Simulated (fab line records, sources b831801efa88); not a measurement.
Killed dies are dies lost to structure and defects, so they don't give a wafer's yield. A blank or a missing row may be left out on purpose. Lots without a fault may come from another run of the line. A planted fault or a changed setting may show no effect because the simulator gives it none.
Which tool did it? | flow sky130 | 6 lots, 18 wafers sampled, at 2 steps of a route of 708

WHAT THE GAUGES READ, wafer by wafer
SKY_FIELD_ISO_THK_MEAS_23.
lot  | measured    | on            | FIELD_ISO_OXIDATION_01_THK (nm)
L704 | day 2 12:33 | film_metro-04 | 9.53 9.81 9.55
L706 | day 3 05:07 | film_metro-03 | 9.85 9.79 9.86
L708 | day 3 12:30 | film_metro-03 | 9.93 9.97 9.87
L710 | day 3 21:04 | film_metro-01 | 9.97 9.91 10.00
L715 | day 4 21:40 | film_metro-01 | 9.94 10.05 10.00
L719 | day 5 19:47 | film_metro-01 | 9.65 9.47 9.85

WHICH TOOL RAN EACH LOT (tool, then ch and the chambers of the sampled wafers, then the start)
lot  | SKY_FIELD_ISO_ETCH_14
L704 | rie_diel-03 ch 2,3, day 2 09:55
L706 | rie_diel-02 ch 1,3, day 2 21:54
L708 | rie_diel-03 ch 2,3, day 3 09:09
L710 | rie_diel-03 ch 0,1, day 3 18:50
L715 | rie_diel-01 ch 1,3, day 4 19:23
L719 | rie_diel-02 ch 0,2,3, day 5 18:04
- SKY_FIELD_ISO_ETCH_14: etches BARC in N2/H2, stops on SiO2, time 45.9 s, target depth 60 nm.

THE ANSWER, worked out from the rows above alone
Rule: what is usual is taken from the lots themselves. Put in order of their means at a reading, lots are off if they are a third of the lots or fewer, leave a main group of 4 or more, and stand apart from it by a gap of 3 or more times the standard deviation of the main group's means; of several such gaps the widest counts. A main group whose means are all the same, to the digits that the tables above print for the reading, isn't used. A lot without any number at a reading at which 4 lots or more have one is off too. The other lots that the step has rows for count as sound.
No lot is off at any reading shown: from this, nothing can be told.

WHAT THE SIMULATOR HAD PUT IN
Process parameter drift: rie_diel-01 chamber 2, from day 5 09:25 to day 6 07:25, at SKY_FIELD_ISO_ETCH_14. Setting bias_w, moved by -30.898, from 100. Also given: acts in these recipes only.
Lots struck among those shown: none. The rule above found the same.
